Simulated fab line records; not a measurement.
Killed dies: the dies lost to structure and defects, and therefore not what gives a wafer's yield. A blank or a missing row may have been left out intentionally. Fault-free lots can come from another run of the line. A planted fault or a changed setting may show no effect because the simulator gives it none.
Struck lot and sound lot, side by side | flow sfq line | 21 out of 325 route steps
Sound: the wafers L486.1, L486.2, L486.3. Struck: wafers L493.1, L493.2, L493.3. The cause is given at the end.
Each step with rows lists, per side, the tool, then ch with its chambers, then its first start. Under that, the readings that differ: sound wafers | struck wafers | difference of the means | sigmas: that difference in standard deviations of wafers without a fault.
alike: same words and numbers on both sides, and readings whose means sit less than 2 such deviations apart. not compared: any withheld reading, any reading some wafer has no value for, any bound like >300 that may hide the same value, and any number with overlapping values for which the record gives no deviation.
Wherever a step has rows on one side only, a row that says differs or no value, or a row with sigmas, the two part there. Non-overlapping numbers with no deviation appear without sigmas and do not part them. A reading that every wafer of one side lacks parts them only if that side has two wafers or more.

SFQ_TRILAYER_I4_VIA_BARC_OPEN_VIA_ETCH_146: etches BARC in O2, target depth 125 nm, time 41.7 s.
  sound on rie diel-03 ch 0,1,3, day 38 08:57; struck on rie diel-04 ch 0,2,3, day 41 19:53
  alike: drypump motor current A, oes product au
  not compared: rf hours counter h
SFQ_TRILAYER_I4_VIA_ETCH_VIA_ETCH_106: etches SiO2 in CHF3, stops on Nb, target depth 260 nm.
  sound on rie diel-03 ch 0,1,3, day 38 08:59; struck on rie diel-04 ch 0,2,3, day 41 19:56
  alike: drypump motor current A, oes product au
then, 4 steps without rows for these wafers: SFQ_TRILAYER_I4_VIA_STRIP_STRIP_107 (strips in O2); SFQ_TRILAYER_I4_VIA_STRIP_SOLV_CLEAN_108 (cleans in NMP, time 600 s); SFQ_TRILAYER_JJ_TRILAYER_DEP_PRE_CLEAN_113 (time 22.5 s); SFQ_TRILAYER_JJ_TRILAYER_DEP_SPUTTER_109 (material Nb, target thk 150 nm, time 100 s).
SFQ_TRILAYER_JJ_TRILAYER_DEP_SPUTTER_110: material Al, target thk 8 nm, time 10 s.
  sound: pvd sputter-06 at day 38 10:00; struck: pvd sputter-05 at day 41 20:55
  alike: throttle valve pct
then, 2 steps without rows for these wafers: SFQ_TRILAYER_JJ_TRILAYER_DEP_AL_OXIDATION_111 (oxidation time 600 s); SFQ_TRILAYER_JJ_TRILAYER_DEP_SPUTTER_112 (material Nb, target thk 170 nm, time 113.3 s).
SFQ_JJ_RS_MEAS_929: the measuring method here is four-point-probe.
  sound: film metro-03 at day 38 11:06; struck: film metro-01 at day 41 22:01
  alike: JJ_NB_RS
then, 1 step without rows for these wafers: SFQ_TRILAYER_JJ_CE_LITHO_COAT_119 (resist thk 62 nm).
SFQ_TRILAYER_JJ_CE_LITHO_COAT_114: resist thk 600 nm.
  sound on litho track-03 ch 0, day 38 11:35; struck on litho track-03 ch 0, day 41 22:30
  reading                                                | sound                | struck               | difference | sigmas
  spin speed rpm (rpm)                                   | 3000.3 3001.4 3000.7 | 2760.0 2759.7 2759.9 | -240.9     | -99 or more
  model.KrF_of_TRILAYER_JJ_CE_LITHO_COAT_114.thk nm (nm) | 599 600.6 599.8      | 626.6 627.8 627.5    | +27.5      |
then, 4 steps without rows for these wafers: SFQ_TRILAYER_JJ_CE_LITHO_SOFTBAKE_118; SFQ_TRILAYER_JJ_CE_LITHO_EXPOSE_115 (exposes mask J5, target cd 700 nm); SFQ_TRILAYER_JJ_CE_LITHO_PEB_117 (peb time 60 s); SFQ_TRILAYER_JJ_CE_LITHO_DEVELOP_116 (time 60 s).
-- the record jumps here: 6 days lie between the struck wafers' starts before and after --
SFQ_JJ_OVL_MEAS_931:
  sound: overlay-01 at day 43 06:10; struck: overlay-02 at day 47 16:25
  alike: J5_OVL
SFQ_TRILAYER_JJ_CE_METRO_MEASURE_117:
  sound: cd sem-02 at day 43 06:12; struck: cd sem-01 at day 47 16:28
  alike: cd nm
SFQ_TRILAYER_JJ_CE_BARC_OPEN_RIE_150: chemistry O2, target BARC, target depth 240 nm, time 80 s.
  sound on rie metal-03 ch 0,1, day 43 07:24; struck on rie metal-03 ch 0,1, day 47 17:40
  alike: drypump motor current A, oes product au
  not compared: rf hours counter h
SFQ_TRILAYER_JJ_CE_ETCH_RIE_118: chemistry SF6, target Nb, stops on Al2O3, time 97.7 s, target depth 170 nm.
  sound on rie metal-03 ch 0,1, day 43 07:29; struck on rie metal-03 ch 0,1, day 47 17:45
  reading                                                | sound             | struck            | difference | sigmas
  model.KrF_of_TRILAYER_JJ_CE_LITHO_COAT_114.thk nm (nm) | 476.5 477.9 476.6 | 503.9 504.1 503.9 | +27.0      |
  alike: drypump motor current A, oes product au
  not compared: rf hours counter h
following that, these wafers have no rows for 1 step: SFQ_TRILAYER_JJ_ANODIZE_ANODIZE_119.

WHERE THEY PART
Only at SFQ_TRILAYER_JJ_CE_LITHO_COAT_114, as far as this record shows. Later steps at which nothing parts them and some readings are alike: SFQ_JJ_OVL_MEAS_931, SFQ_TRILAYER_JJ_CE_METRO_MEASURE_117, SFQ_TRILAYER_JJ_CE_BARC_OPEN_RIE_150, SFQ_TRILAYER_JJ_CE_ETCH_RIE_118.

WHY: whatever the simulator had introduced
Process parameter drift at SFQ_TRILAYER_JJ_CE_LITHO_COAT_114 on litho track-03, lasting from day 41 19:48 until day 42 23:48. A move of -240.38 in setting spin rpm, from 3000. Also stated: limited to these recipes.
